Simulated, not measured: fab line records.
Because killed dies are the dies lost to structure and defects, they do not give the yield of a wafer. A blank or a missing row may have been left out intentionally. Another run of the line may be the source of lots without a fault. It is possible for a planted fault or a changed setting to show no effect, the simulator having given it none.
Commonality check across tools	flow sky130	11 lots, 33 wafers sampled

WHY THIS WAS OPENED
2 of 11 lots carry a flag on the reading VT_ADJUST_NCORE_TW at SKY_VT_ADJUST_NCORE_TW_MEAS_11. Fault-free wafers read 218.7, with a standard deviation of 1.3.
Rule: a lot is flagged in two cases, either no wafer of it has a number, or all its wafers with numbers fall more than 4 standard deviations from that mean. The other lots count as sound.

lot	measured	on	VT_ADJUST_NCORE_TW, wafer by wafer	flag
L375	day 9 04:43	film-metro-03	217.6 218.9 218.8	
L376	day 9 12:22	film-metro-03	216.9 218.8 218.7	
L378	day 10 04:19	film-metro-04	218.1 218.0 217.7	
L379	day 10 15:50	film-metro-01	220.8 219.7 219.5	
L380	day 11 00:26	film-metro-01	220.9 221.4 221.2	
L381	day 11 03:53	film-metro-01	221.9 220.8 220.8	
L384	day 12 00:48	film-metro-04	217.9 218.8 218.2	
L385	day 12 03:55	film-metro-03	217.8 218.1 218.2	
L394	day 14 20:19	film-metro-01	231.0 230.4 231.0	FLAGGED
L395	day 15 04:15	film-metro-03	230.2 230.4 231.2	FLAGGED
L396	day 15 07:28	film-metro-03	219.6 218.4 217.6	
On average the flagged lots' numbers are 230.7, which is +12.0 against the usual, or +9 standard deviations.

LOT BY LOT: THE TOOL USED
Before the reading, the record contains 4 process steps out of a 708-step route. Cell contents, in order: the tool; ch with the chambers the sampled wafers went through; the start.
lot	flag	SKY_NWELL_RTA_28	SKY_VT_ADJUST_HVTP_STRIP_10	SKY_VT_ADJUST_NCORE_IMPLANT_09	SKY_VT_ADJUST_NCORE_STRIP_10
L375		rtp-anneal-02 ch 0, day 5 18:28	plasma-asher-01 ch 0,1, day 6 13:58	implanter-02 ch 0, day 9 04:29	plasma-asher-02 ch 0,1, day 9 04:37
L376		rtp-anneal-01 ch 0, day 6 01:54	plasma-asher-01 ch 0,1, day 6 21:10	implanter-01 ch 0, day 9 12:10	plasma-asher-04 ch 0,1, day 9 12:16
L378		rtp-anneal-01 ch 0, day 6 15:10	plasma-asher-01 ch 0,1, day 7 11:25	implanter-02 ch 0, day 10 04:05	plasma-asher-01 ch 0,1, day 10 04:13
L379		rtp-anneal-01 ch 0, day 6 23:59	plasma-asher-04 ch 0,1, day 7 20:56	implanter-01 ch 0, day 10 15:37	plasma-asher-04 ch 0,1, day 10 15:44
L380		rtp-anneal-02 ch 0, day 7 07:08	plasma-asher-03 ch 0,1, day 8 05:13	implanter-03 ch 0, day 11 00:11	plasma-asher-02 ch 1, day 11 00:20
L381		rtp-anneal-01 ch 0, day 7 11:17	plasma-asher-01 ch 0,1, day 8 08:50	implanter-02 ch 0, day 11 03:38	plasma-asher-02 ch 0,1, day 11 03:47
L384		rtp-anneal-02 ch 0, day 8 05:42	plasma-asher-04 ch 0,1, day 9 03:02	implanter-01 ch 0, day 12 00:34	plasma-asher-01 ch 0,1, day 12 00:41
L385		rtp-anneal-01 ch 0, day 8 09:00	plasma-asher-01 ch 1, day 9 06:20	implanter-03 ch 0, day 12 03:40	plasma-asher-02 ch 0,1, day 12 03:48
L394	FLAGGED	rtp-anneal-01 ch 0, day 10 19:38	plasma-asher-04 ch 0,1, day 11 19:10	implanter-02 ch 0, day 14 20:04	plasma-asher-01 ch 0,1, day 14 20:13
L395	FLAGGED	rtp-anneal-02 ch 0, day 10 23:03	plasma-asher-01 ch 0,1, day 11 23:11	implanter-02 ch 0, day 15 04:01	plasma-asher-04 ch 0,1, day 15 04:08
L396		rtp-anneal-02 ch 0, day 11 02:43	plasma-asher-03 ch 0,1, day 12 02:14	implanter-01 ch 0, day 15 07:14	plasma-asher-02 ch 0,1, day 15 07:22
What these steps do:
- SKY_NWELL_RTA_28: time 30 s.
- SKY_VT_ADJUST_HVTP_STRIP_10: strips in O2/N2.
- SKY_VT_ADJUST_NCORE_IMPLANT_09
- SKY_VT_ADJUST_NCORE_STRIP_10: strips in O2/N2.
- SKY_VT_ADJUST_NCORE_TW_MEAS_11

FLAGGED OVER TOTAL, TOOL BY TOOL (the gauges that took the reading come last)
step	tool	lots run	flagged	share of the flagged lots	sound lots run after its first flagged lot
SKY_NWELL_RTA_28	rtp-anneal-01	6	1	some	0
SKY_NWELL_RTA_28	rtp-anneal-02	5	1	some	1 (L396)
SKY_VT_ADJUST_HVTP_STRIP_10	plasma-asher-01	6	1	some	0
SKY_VT_ADJUST_HVTP_STRIP_10	plasma-asher-03	2	0	none	-
SKY_VT_ADJUST_HVTP_STRIP_10	plasma-asher-04	3	1	some	0
SKY_VT_ADJUST_NCORE_IMPLANT_09	implanter-01	4	0	none	-
SKY_VT_ADJUST_NCORE_IMPLANT_09	implanter-02	5	2	all	0
SKY_VT_ADJUST_NCORE_IMPLANT_09	implanter-03	2	0	none	-
SKY_VT_ADJUST_NCORE_STRIP_10	plasma-asher-01	3	1	some	0
SKY_VT_ADJUST_NCORE_STRIP_10	plasma-asher-02	5	0	none	-
SKY_VT_ADJUST_NCORE_STRIP_10	plasma-asher-04	3	1	some	0
SKY_VT_ADJUST_NCORE_TW_MEAS_11	film-metro-01	4	1	some	0
SKY_VT_ADJUST_NCORE_TW_MEAS_11	film-metro-03	5	1	some	1 (L396)
SKY_VT_ADJUST_NCORE_TW_MEAS_11	film-metro-04	2	0	none	-

WHAT IS ALLOWED BY THE TABLE
In the table, 1 row covers all flagged lots: implanter-02 at SKY_VT_ADJUST_NCORE_IMPLANT_09.
- implanter-02 at SKY_VT_ADJUST_NCORE_IMPLANT_09 ran 5 lots, 2 of them flagged. Last sound lot L381 at day 11 03:38, first flagged lot L394 at day 14 20:04; a fault beginning in between fits. Its own readings lie more than 4 standard deviations out on every wafer of the flagged lots: beam-energy-keV.
Left over: one tool, implanter-02 at SKY_VT_ADJUST_NCORE_IMPLANT_09.

WHAT THE SIMULATOR HAD INSERTED
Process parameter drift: implanter-02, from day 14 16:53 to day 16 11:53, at SKY_VT_ADJUST_NCORE_IMPLANT_09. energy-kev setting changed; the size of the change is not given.
Lots struck among those shown: L394, L395. The same result came from the rule above.
